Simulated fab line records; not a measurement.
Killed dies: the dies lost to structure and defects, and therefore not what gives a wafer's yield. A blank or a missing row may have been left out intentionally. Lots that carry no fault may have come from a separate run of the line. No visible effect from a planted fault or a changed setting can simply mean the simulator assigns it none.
fab line records    flow sky130
[record] lots = 11  wafers = 31  last-day = 50
route steps=708 shown VT_ADJUST_HVTR@139 SONOS_ONO@181 POLY_GATE@231 CONTACT@430
lots with no fault: from the same line, run without faults
start-h: the number of hours between the record's first day and the start of the first shown wafer of the lot    wait-h: hours since the lot's step before    " as in the row above    L1.1+2: several wafers, shown together as one row    - no value, or no start given    * or withheld: withheld    < > ~ a bound
route shown NAME@n: a module of which the file shows steps, and the number in the route of the first    usual: average and standard deviation across the fault-free wafers    same: alike in all rows    chamber/n: place in a boat    sites: readings site by site    _std_site: how widely they spread, as a standard deviation    _edge_site: outer sites' mean less inner sites'    radius-mm: for every site, how far away it sits from the centre of the wafer    mask NAME#n: copy n    behind: the tool/chamber that last shaped the wafer    hold: why the lot was held/for how many hours/how that ended    device: whichever transistor did not switch (one of n, p or np)    end of line: the tests these same wafers got at the end of their route    step lacking rows: just its recipe    killed: dies that structure and defects cost at the first sort, which is not the same as the wafer's yield    map: per-die view of a wafer (x killed, . not killed, _ where there is no die)
set.NAME: the run value of the setting; set.NAME@STEP: its run value at that earlier step    model.NAME: the simulator's own value behind a step, which no gauge read
steps of the route over a sample of lots; a table a step, a row a wafer
services: the hour from which a tool's chamber was out of use, counted from the record's first day as start-h (under 0 if before that day), plus the number of hours and why
[[steps]]
[step SKY_VT_ADJUST_HVTR_OVL_MEAS_08]
[usual] VT_ADJUST_HVTR_OVL = 0.4/1.4
lot.wafer  tool        chamber  start-h  wait-h  VT_ADJUST_HVTR_OVL[nm]
L303.1     overlay-01  -        240.59   0.1     0.7
L303.3     "           -        "        "       0.3
L303.4     "           -        "        "       0.8
L302.1     overlay-02  -        242.31   0.1     -0.2
L302.4     "           -        "        "       -1.1
L302.6     "           -        "        "       -2.0
L304.2     overlay-02  -        252.98   0.1     -0.5
L304.5     "           -        "        "       1.0
L304.6     "           -        "        "       0.1
L305.1     overlay-01  -        255.03   0.1     0.7
L305.2     "           -        "        "       0.6
L305.6     "           -        "        "       2.9
L306.1     overlay-02  -        255.29   0.1     -1.2
L306.4     "           -        "        "       0.6
L306.6     "           -        "        "       -2.2
L307.1     overlay-01  -        268.89   0.1     -0.7
L307.4     "           -        "        "       -1.0
L307.6     "           -        "        "       -1.2
L308.1     overlay-01  -        272.33   0.1     0.5
L308.2     "           -        "        "       -0.6
L308.4     "           -        "        "       -1.5
L310.1     overlay-02  -        279.88   0.1     1.7
L310.3     "           -        "        "       0.6
L310.5     "           -        "        "       0.9
L311.3     overlay-02  -        287.59   0.1     0.8
L311.4     "           -        "        "       0.9
L311.5     "           -        "        "       1.1
L319.1     overlay-02  -        345.86   0.1     -0.1
L319.6     "           -        "        "       -0.7
L321.1     overlay-01  -        360.43   0.1     1.9
L321.6     "           -        "        "       1.9
[step SKY_SONOS_ONO_CD_MEAS_13]
[recipe] target-cd-nm = 410
[usual] cd-nm = 410.0/2.6
lot.wafer  tool       chamber  start-h  wait-h  cd-nm
L303.1     cd-sem-01  -        318.71   0.1     411.6
L303.3     "          -        "        "       410.3
L303.4     "          -        "        "       410.1
L302.1     cd-sem-02  -        323.31   0.1     409.6
L302.4     "          -        "        "       407.5
L302.6     "          -        "        "       406.4
L304.2     cd-sem-01  -        336.38   0.1     411.1
L304.5     "          -        "        "       410.8
L304.6     "          -        "        "       411.8
L305.1     cd-sem-01  -        337.36   0.1     407.5
L305.2     "          -        "        "       408.6
L305.6     "          -        "        "       407.2
L306.1     cd-sem-01  -        338.52   0.1     409.3
L306.4     "          -        "        "       407.3
L306.6     "          -        "        "       409.7
L307.1     cd-sem-01  -        350.67   0.1     408.7
L307.4     "          -        "        "       406.9
L307.6     "          -        "        "       408.4
L308.1     cd-sem-01  -        357.22   0.1     409.9
L308.2     "          -        "        "       408.6
L308.4     "          -        "        "       407.7
L310.1     cd-sem-02  -        366.36   0.1     407.5
L310.3     "          -        "        "       407.3
L310.5     "          -        "        "       406.3
L311.3     cd-sem-01  -        375.41   0.1     406.3
L311.4     "          -        "        "       404.5
L311.5     "          -        "        "       405.7
L319.1     cd-sem-01  -        443.66   0.1     407.7
L319.6     "          -        "        "       406.9
L321.1     cd-sem-02  -        458.21   0.1     416.5
L321.6     "          -        "        "       412.8
[step SKY_POLY_GATE_ETCH_17]
[recipe] target-depth-nm = 180  stop-on = SiO2  over-etch-frac = 0.56667  chemistry = HBr/Cl2  target = poly-Si  icp-w = 400  bias-w = 100  pressure-mtorr = 10  HBr_flow_sccm = 150  Cl2_flow_sccm = 50  time-s = 70.5
[usual] HBr_flow_sccm = 150.0/0.47  drypump-motor-current-A = 5.7/0.4  oes-product-au = 0.990/0.0079  throttle-valve-pct = 33.685/0.0086
lot.wafer  tool       chamber  start-h  wait-h  HBr_flow_sccm  drypump-motor-current-A  oes-product-au  rf-hours-counter-h  throttle-valve-pct
L303.1     rie-si-02  0        412.10   0.0     149.2          5.6                      0.978           47                  33.680
L303.3     "          2        "        "       149.7          6.2                      0.999           54                  33.680
L303.4     "          1        "        "       149.5          5.3                      0.981           0                   33.683
L302.1     rie-si-02  2        416.72   0.0     149.5          6.2                      0.992           55                  33.680
L302.4     "          3        "        "       150.0          5.4                      0.978           2                   33.676
L302.6     "          2        "        "       150.1          6.2                      0.984           -                   33.679
L304.2     rie-si-02  2        430.14   0.0     149.5          6.2                      0.989           55                  33.687
L304.5     "          2        "        "       149.9          6.2                      0.986           -                   33.686
L304.6     "          1        "        "       149.4          5.3                      0.989           -                   33.683
L306.1     rie-si-01  2        430.49   0.0     150.1          5.6                      0.987           24                  33.683
L306.4     "          1        "        "       150.0          6.0                      0.993           2                   33.683
L306.6     "          2        "        "       150.4          5.7                      0.982           -                   33.684
L305.1     rie-si-02  3        430.50   0.0     149.9          5.4                      0.976           2                   33.696
L305.2     "          2        "        "       149.3          6.2                      0.989           55                  33.672
L305.6     "          1        "        "       150.3          5.3                      0.977           -                   33.677
L307.1     rie-si-02  3        445.59   0.0     150.4          5.4                      0.985           2                   33.674
L307.4     "          0        "        "       150.3          5.6                      0.995           48                  33.682
L307.6     "          1        "        "       150.8          5.2                      0.986           -                   33.683
L308.1     rie-si-02  2        455.05   0.0     149.7          6.2                      0.983           55                  33.687
L308.2     "          1        "        "       151.0          5.3                      0.992           1                   33.696
L308.4     "          0        "        "       150.2          5.6                      0.989           48                  33.688
L310.1     rie-si-01  1        469.19   0.0     150.0          6.0                      0.982           2                   33.691
L310.3     "          0        "        "       150.3          6.5                      0.996           6                   33.685
L310.5     "          1        "        "       149.7          6.0                      0.987           -                   33.688
L311.3     rie-si-02  0        476.45   0.0     150.2          5.6                      0.995           48                  33.670
L311.4     "          1        "        "       150.2          5.3                      0.998           1                   33.697
L311.5     "          2        "        "       149.9          6.2                      0.979           -                   33.679
L319.1     rie-si-02  2        543.20   0.0     149.1          6.2                      0.987           0                   33.691
L319.6     "          2        "        "       150.0          6.2                      0.991           -                   33.680
L321.1     rie-si-01  1        558.63   0.0     148.7          6.0                      0.982           3                   33.675
L321.6     "          2        "        "       150.2          5.6                      0.988           -                   33.696
[step SKY_CONTACT_CVD_24]
[recipe] material = W  target-thk-nm = 340  time-s = 102.12  temp-c = 400  pressure-torr = 40
[usual] heater-power-w = 816/46
lot.wafer  tool      chamber  start-h  wait-h  heater-power-w
L303.1     cvd-w-01  0        775.60   0.0     814
L303.3     "         1        "        "       757
L303.4     "         0        "        "       839
L302.1     cvd-w-02  1        778.05   0.0     875
L302.4     "         0        "        "       843
L302.6     "         0        "        "       839
L305.1     cvd-w-02  1        787.33   0.0     872
L305.2     "         0        "        "       846
L305.6     "         1        "        "       892
L306.1     cvd-w-01  1        791.14   0.0     772
L306.4     "         0        "        "       812
L306.6     "         1        "        "       764
L304.2     cvd-w-01  0        793.68   0.0     800
L304.5     "         0        "        "       807
L304.6     "         1        "        "       763
L307.1     cvd-w-01  1        801.23   0.0     776
L307.4     "         1        "        "       747
L307.6     "         1        "        "       755
L308.1     cvd-w-02  1        812.16   0.0     878
L308.2     "         0        "        "       846
L308.4     "         0        "        "       853
L310.1     cvd-w-01  1        824.10   0.0     755
L310.3     "         1        "        "       756
L310.5     "         1        "        "       759
L311.3     cvd-w-02  0        826.61   0.1     850
L311.4     "         1        "        "       875
L311.5     "         1        "        "       864
L319.1     cvd-w-01  0        885.90   0.0     809
L319.6     "         1        "        "       746
L321.1     cvd-w-01  0        902.19   0.0     845
L321.6     "         0        "        "       857
[step SKY_CONTACT_RS_MEAS_25]
[recipe] thk-meas-gauge = four-point-probe  reads = W_of_CONTACT_CVD_24+TiN_of_CONTACT_SPUTTER_23
[usual] CONTACT_W_RS = 0.340/0.0039
lot.wafer  tool           chamber  start-h  wait-h  hold                      CONTACT_W_RS[ohm/sq]
L303.1     film-metro-03  -        775.71   0.1     -                         0.338
L303.3     "              -        "        "       -                         0.343
L303.4     "              -        "        "       -                         0.340
L302.1     film-metro-03  -        778.16   0.1     -                         0.338
L302.4     "              -        "        "       -                         0.344
L302.6     "              -        "        "       -                         0.347
L305.1     film-metro-04  -        787.44   0.1     -                         0.337
L305.2     "              -        "        "       -                         0.341
L305.6     "              -        "        "       -                         0.339
L306.1     film-metro-03  -        791.25   0.1     -                         0.341
L306.4     "              -        "        "       -                         0.338
L306.6     "              -        "        "       -                         0.340
L304.2     film-metro-02  -        793.81   0.1     -                         0.336
L304.5     "              -        "        "       -                         0.339
L304.6     "              -        "        "       -                         0.339
L307.1     film-metro-03  -        801.45   0.2     -                         0.344
L307.4     "              -        "        "       -                         0.346
L307.6     "              -        "        "       -                         0.340
L308.1     film-metro-03  -        812.27   0.1     -                         0.333
L308.2     "              -        "        "       -                         0.339
L308.4     "              -        "        "       -                         0.342
L310.1     film-metro-03  -        824.21   0.1     -                         0.342
L310.3     "              -        "        "       -                         0.344
L310.5     "              -        "        "       -                         0.342
L311.3     film-metro-03  -        826.72   0.1     -                         0.338
L311.4     "              -        "        "       -                         0.339
L311.5     "              -        "        "       -                         0.341
L319.1     film-metro-04  -        886.01   0.1     await-dispo/0.2h/release  0.340
L319.6     "              -        "        "       await-dispo/0.2h/release  0.591
L319.1     film-metro-04  -        886.29   0.3     -                         0.340
L319.6     "              -        "        "       -                         0.591
L321.1     film-metro-02  -        902.30   0.1     await-dispo/0.2h/release  0.336
L321.6     "              -        "        "       await-dispo/0.2h/release  0.567
L321.1     film-metro-02  -        902.59   0.3     -                         0.336
L321.6     "              -        "        "       -                         0.567
[step SKY_CONTACT_THK_MEAS_26]
[recipe] thk-meas-gauge = xrf  reads = W_of_CONTACT_CVD_24
[usual] CONTACT_W_THK = 336/4.6
lot.wafer  tool           chamber  start-h  wait-h  hold                      CONTACT_W_THK[nm]
L303.1     film-metro-03  -        775.83   0.1     -                         335
L303.3     "              -        "        "       -                         330
L303.4     "              -        "        "       -                         335
L302.1     film-metro-03  -        778.28   0.1     -                         336
L302.4     "              -        "        "       -                         330
L302.6     "              -        "        "       -                         328
L305.1     film-metro-04  -        787.56   0.1     -                         340
L305.2     "              -        "        "       -                         338
L305.6     "              -        "        "       -                         334
L306.1     film-metro-03  -        791.37   0.1     -                         333
L306.4     "              -        "        "       -                         338
L306.6     "              -        "        "       -                         333
L304.2     film-metro-02  -        793.92   0.1     -                         337
L304.5     "              -        "        "       -                         335
L304.6     "              -        "        "       -                         337
L307.1     film-metro-03  -        801.57   0.1     -                         335
L307.4     "              -        "        "       -                         334
L307.6     "              -        "        "       -                         340
L308.1     film-metro-03  -        812.39   0.1     -                         346
L308.2     "              -        "        "       -                         341
L308.4     "              -        "        "       -                         338
L310.1     film-metro-03  -        824.33   0.1     -                         335
L310.3     "              -        "        "       -                         333
L310.5     "              -        "        "       -                         336
L311.3     film-metro-03  -        826.82   0.1     -                         339
L311.4     "              -        "        "       -                         337
L311.5     "              -        "        "       -                         336
L319.1     film-metro-04  -        891.31   5.0     await-dispo/0.2h/release  337
L319.6     "              -        "        "       await-dispo/0.2h/release  195
L319.1     film-metro-04  -        891.53   0.2     -                         335
L319.6     "              -        "        "       -                         195
L321.1     film-metro-02  -        908.42   5.8     await-dispo/0.2h/release  336
L321.6     "              -        "        "       await-dispo/0.2h/release  201
L321.1     film-metro-02  -        908.65   0.2     -                         337
L321.6     "              -        "        "       -                         201
[step SKY_CONTACT_CMP_27]
[recipe] stop-on = SiO2  t-overpolish-s = 15  down-force-psi = 3.5  platen-rpm = 60  target-thk-nm = 0  pad-velocity-m-s = 0.94248
[usual] edge-zone-pressure-frac = 1.001/0.0051  motor-current-A = 11.1/1.2  time-to-endpoint-s = 80/3.3
lot.wafer  tool    chamber  start-h  wait-h  hold                      edge-zone-pressure-frac  motor-current-A  time-to-endpoint-s
L303.3     cmp-01  1        775.89   0.0     -                         1.004                    12.4             74
L303.1     "       2        "        "       -                         1.003                    11.4             77
L303.4     "       0        "        "       -                         1.000                    9.6              78
L302.1     cmp-02  1        778.39   0.1     -                         1.001                    11.0             82
L302.4     "       3        "        "       -                         0.999                    11.3             80
L302.6     "       0        "        "       -                         0.998                    10.0             77
L305.2     cmp-02  1        787.65   0.1     -                         1.002                    10.8             80
L305.1     "       3        "        "       -                         0.993                    11.1             87
L305.6     "       2        "        "       -                         0.999                    10.0             80
L306.1     cmp-01  2        791.43   0.1     -                         0.997                    11.6             78
L306.4     "       3        "        "       -                         1.006                    12.7             79
L306.6     "       2        "        "       -                         0.999                    12.0             77
L304.2     cmp-01  3        793.97   0.0     -                         0.999                    13.7             79
L304.5     "       3        "        "       -                         1.001                    13.0             76
L304.6     "       0        "        "       -                         0.996                    9.4              78
L307.4     cmp-02  0        801.63   0.0     -                         0.993                    10.5             80
L307.1     "       2        "        "       -                         1.014                    9.3              85
L307.6     "       0        "        "       -                         0.993                    10.8             84
L308.2     cmp-02  2        812.45   0.0     -                         0.996                    9.7              80
L308.4     "       3        "        "       -                         1.000                    11.0             83
L308.1     "       0        "        "       -                         1.007                    10.0             81
L310.1     cmp-01  1        824.39   0.1     -                         0.995                    12.8             76
L310.3     "       0        "        "       -                         0.997                    9.6              74
L310.5     "       2        "        "       -                         0.994                    10.9             76
L311.4     cmp-01  3        826.91   0.1     -                         1.002                    13.3             75
L311.3     "       1        "        "       -                         1.005                    12.3             76
L311.5     "       3        "        "       -                         1.006                    12.8             77
L319.1     cmp-02  1        894.30   2.8     await-dispo/2.6h/release  0.999                    10.3             80
L319.6     "       2        "        "       await-dispo/2.6h/release  1.005                    10.2             49
L321.1     cmp-02  0        912.25   3.6     await-dispo/1.9h/release  1.001                    10.6             80
L321.6     "       3        "        "       await-dispo/1.9h/release  1.000                    11.6             52
[[services]]
tool       chamber  start-h  hours  kind
cvd-w-01   -        390.00   14.0   pm
cmp-01     -        404.24   4.0    pm
cmp-02     -        428.16   1.7    repair
cmp-01     -        434.27   0.3    repair
cmp-01     -        453.06   2.6    repair
cmp-02     -        511.48   3.5    repair
cmp-01     -        515.16   11.8   pm
cmp-02     -        522.40   2.0    repair
rie-si-02  -        531.21   2.8    pm
cmp-01     -        560.18   0.9    repair
cmp-02     -        572.17   4.0    pm
cvd-w-01   1        596.33   16.8   repair
cmp-02     -        602.64   0.7    repair
cmp-02     -        604.73   5.8    pm
cmp-02     -        613.10   0.2    repair
cmp-02     -        614.91   1.9    repair
rie-si-02  3        651.92   3.0    repair
cmp-02     -        667.35   1.1    repair
cvd-w-01   -        728.70   6.0    pm
cmp-02     -        749.33   2.4    pm
cvd-w-01   0        793.91   14.8   repair
cvd-w-01   -        840.43   0.6    repair
rie-si-02  0        893.57   8.7    repair
cmp-02     -        911.93   0.3    repair
[[key]]
[first-sign] step = SKY_CONTACT_RS_MEAS_25  reading = visit  direction = added
[effect] step = SKY_CONTACT_RS_MEAS_25  reading = CONTACT_W_RS  direction = up  sigmas = 61  usual = 0.340  struck = 0.579
[effect] step = SKY_CONTACT_THK_MEAS_26  reading = visit  direction = added
[effect] step = SKY_CONTACT_THK_MEAS_26  reading = CONTACT_W_THK  direction = down  sigmas = 30  usual = 336  struck = 198
[effect] step = SKY_CONTACT_CMP_27  reading = time-to-endpoint-s  direction = down  sigmas = 8.9  usual = *  struck = *
met-at SKY_CONTACT_CVD_24
struck-lots L319,L321
struck-wafers L319.6,L321.6
tester-left-out L319,L321
not-acting-at SKY_VT_ADJUST_HVTR_OVL_MEAS_08,SKY_SONOS_ONO_CD_MEAS_13,SKY_POLY_GATE_ETCH_17
onset-between 824.10 885.90
[fault] kind = process-parameter-drift  tool = cvd-w-01  chamber = -  onset-h = 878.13  steps = SKY_CONTACT_CVD_24  channel = target-thk-nm  offset = -136.99  shape = step  end-h = 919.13  scope = struck-wafers-only  acts-in = these-recipes-only  stated = 340
// tester-left-out: of these lots the tester's yield and bins aren't shown, on N5 and GAA mostly nor the transistor test; their killed dies are dies lost to structure and defects alone, not to doping, threshold or leakage, so they don't give the yield
